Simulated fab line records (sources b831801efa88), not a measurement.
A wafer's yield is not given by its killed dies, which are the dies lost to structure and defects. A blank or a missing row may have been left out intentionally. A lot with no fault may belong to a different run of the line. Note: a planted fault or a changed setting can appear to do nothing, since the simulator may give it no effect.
Comparing a struck lot with a sound one	flow sky130	44 out of 708 route steps
Sound: the wafers L263.2, L263.3, L263.6. Struck: wafer L281.6 (left out: L281.2, L281.5 of the same lot, which were not struck); the cause appears at the end.
At each step with rows: each side's tool, then ch and its chambers, then its first start. Under that, the readings that differ: sound wafers	struck wafers	difference of the means	sigmas: that difference in standard deviations of wafers without a fault.
alike: a reading whose means differ by less than 2 such deviations, as well as words and numbers matching on both sides. not compared: withheld readings; readings where some wafer has no value; bounds like >300 that might hide an equal value; numbers whose values overlap and for which the record gives no deviation.
Wherever a step has rows on one side only, a row that says differs or no value, or a row with sigmas, the two part there. Non-overlapping numbers with no deviation appear without sigmas and do not part them. A reading missing from all wafers of one side parts the sides only when that side holds two or more wafers.

first, 2 steps without rows for these wafers: SKY_VIA3_CLEAN_18 (cleans in IPA, time 180 s); SKY_VIA3_CLEAN_19 (cleans in O3/DIW).
SKY_VIA3_SPUTTER_20: material TiN, target thk 20 nm, time 80 s.
  sound on pvd_sputter-04 at day 41 05:38; struck on pvd_sputter-04 at day 45 16:30
  alike: throttle_valve_pct
then, 1 step without rows for these wafers: SKY_VIA3_CVD_21 (deposits W, target thk 390 nm, time 117.31 s).
SKY_VIA3_RS_MEAS_22: the measuring method here is four-point-probe.
  sound on film_metro-02 at day 41 05:50; struck on film_metro-03 at day 45 16:42
  alike: VIA3_W_RS
SKY_VIA3_THK_MEAS_23: measures by xrf.
  sound on film_metro-02 at day 41 05:57; struck on film_metro-03 at day 45 16:49
  alike: VIA3_W_THK
then, 2 steps without rows for these wafers: SKY_VIA3_CMP_24 (polishes, stops on SiO2, t overpolish 20 s, target thk 0 nm); SKY_METAL4_SPUTTER_00 (material Ti, target thk 15 nm, time 10 s).
SKY_METAL4_SPUTTER_01: material TiN, target thk 20 nm, time 16.7 s.
  sound on pvd_sputter-04 at day 41 06:19; struck on pvd_sputter-02 at day 45 17:11
  alike: throttle_valve_pct
SKY_METAL4_SPUTTER_02: material AlCu, target thk 735 nm, time 39.1 s.
  sound on pvd_sputter-04 at day 41 06:21; struck on pvd_sputter-02 at day 45 17:13
  alike: throttle_valve_pct
then, 1 step without rows for these wafers: SKY_METAL4_SPUTTER_03 (material Ti, target thk 5 nm, time 3.3 s).
SKY_METAL4_SPUTTER_04: material TiN, target thk 70 nm, time 58.3 s.
  sound on pvd_sputter-04 at day 41 06:25; struck on pvd_sputter-02 at day 45 17:16
  alike: throttle_valve_pct
SKY_CAP2M_CVD_00: deposits SiO2, target thk 15.5 nm.
  sound on pecvd-02 ch 0,1, day 41 06:28; struck on pecvd-02 ch 2, day 45 17:19
reading	sound	struck	difference	sigmas
model.SiO2_of_CAP2M_CVD_00.thk_nm (nm)	15.32 15.41 15.68	13.87	-1.60	
  alike: heater_power_w
SKY_CAP2M_THK_MEAS_01:
  sound on film_metro-04 at day 41 06:29; struck on film_metro-02 at day 45 17:20
reading	sound	struck	difference	sigmas
CAP2M_CVD_00_THK (nm)	15.36 15.45 15.66	13.87	-1.62	-8
then, 1 step without rows for these wafers: SKY_CAP2M_SPUTTER_02 (material TiN, target thk 200 nm, time 166.7 s).
SKY_CAP2M_RS_MEAS_03: the measuring method here is four-point-probe.
  sound on film_metro-02 at day 41 06:40; struck on film_metro-04 at day 45 17:31
  alike: CAP2M_TIN_RS
SKY_CAP2M_THK_MEAS_04: measures by xrf.
  sound on film_metro-02 at day 41 06:47; struck on film_metro-04 at day 45 17:38
  alike: CAP2M_TIN_THK
then, 7 steps without rows for these wafers: SKY_CAP2M_DEHYDRATE_05 (time 60 s); SKY_CAP2M_HMDS_06 (prime time 60 s); SKY_CAP2M_COAT_07 (resist thk 1140 nm); SKY_CAP2M_SOFTBAKE_08 (time 60 s); SKY_CAP2M_EXPOSE_09 (exposes mask CAP2M, target cd 1000 nm); SKY_CAP2M_PEB_10; SKY_CAP2M_DEVELOP_11 (develop time 60 s).
SKY_CAP2M_OVL_MEAS_12:
  sound on overlay-01 at day 42 05:58; struck on overlay-01 at day 46 15:05
  alike: CAP2M_OVL
then, 13 steps without rows for these wafers: SKY_CAP2M_METAL_ETCH_13 (etches TiN in Cl2/BCl3, stops on SiO2, target depth 220 nm, time 62.9 s); SKY_CAP2M_STRIP_14 (strips in O2/N2); SKY_CAP2M_STRIP_15 (strips in post etch residue remover, time 1200 s); SKY_CAP2M_CLEAN_16 (cleans in IPA, time 180 s); SKY_CAP2M_CLEAN_17 (cleans in O3/DIW); SKY_METAL4_DEHYDRATE_05 (time 60 s); SKY_METAL4_HMDS_06 (prime time 60 s); SKY_METAL4_COAT_07 (resist thk 60 nm); SKY_METAL4_COAT_08 (resist thk 1140 nm); SKY_METAL4_SOFTBAKE_09 (time 90 s); SKY_METAL4_EXPOSE_10 (exposes mask MM4, target cd 300 nm); SKY_METAL4_PEB_11; SKY_METAL4_DEVELOP_12 (develop time 60 s).
SKY_METAL4_CD_MEAS_13: target cd 300 nm.
  sound on cd_sem-02 at day 43 05:38; struck on cd_sem-02 at day 47 12:51
  alike: cd_nm
SKY_METAL4_OVL_MEAS_14:
  sound on overlay-01 at day 43 05:44; struck on overlay-01 at day 47 12:58
  alike: METAL4_OVL
SKY_METAL4_DESCUM_15: chemistry O2, time 8 s.
  sound on rie_metal-03 ch 0,1, day 43 05:46; struck on rie_metal-04 ch 1, day 47 12:59
reading	sound	struck	difference	sigmas
oes_product_au (a.u.)	1.001 0.987 1.000	1.011	+0.015	+2
  alike: drypump_motor_current_A, he_backside_leak_sccm
  not compared: rf_hours_counter_h
then, 1 step without rows for these wafers: SKY_METAL4_ETCH_16 (etches BARC in N2/H2, stops on SiO2, time 88.2 s, target depth 60 nm).
SKY_METAL4_ETCH_17: etches SiO2 in C4F8/O2/Ar, stops on TiN, time 3.9 s, target depth 15 nm.
  sound on rie_diel-02 ch 0,2, day 43 05:54; struck on rie_diel-04 ch 3, day 47 13:07
reading	sound	struck	difference	sigmas
oes_product_au (a.u.)	0.750 0.755 0.758	0.720	-0.034	-5
  not compared: rf_hours_counter_h
-- the record jumps here: 3 days lie between the struck wafers' starts before and after (it left off in module METAL4 and takes up again in module PAD_OPEN, whose first step shown is number 708 of the route) --
SKY_PAD_OPEN_PROBE_99:
  sound on prober-02 at day 47 04:22; struck on prober-02 at day 50 18:11
reading	sound	struck	difference	sigmas
model.etest.cap_mim2.bv_v (V)	13.5 13.88 13.73	12.03	-1.67	
model.etest.cap_mim2.leak_log10_a_cm2	-8.798 -9.056 -9.03	-8.591	+0.370	
model.etest.cap_mim2.c_ff_um2	2.345 2.35 2.316	2.63	+0.29	
  alike: defect_limited_yield, killed_at_M0_to_M3, killed_at_M4_up, killed_at_contacts, killed_at_front_end, killed_at_other, killed_dies, killed_open, killed_short, sort_bin_3_pad_short, sort_bin_5_function, sort_bin_6_memory, sort_n_pass, sort_yield_pct

WHERE THEY PART
At SKY_CAP2M_THK_MEAS_01 first; at SKY_METAL4_ETCH_17 last (within this record only). Later steps at which nothing parts them and some readings are alike: SKY_PAD_OPEN_PROBE_99.

WHY: what the simulator had put in
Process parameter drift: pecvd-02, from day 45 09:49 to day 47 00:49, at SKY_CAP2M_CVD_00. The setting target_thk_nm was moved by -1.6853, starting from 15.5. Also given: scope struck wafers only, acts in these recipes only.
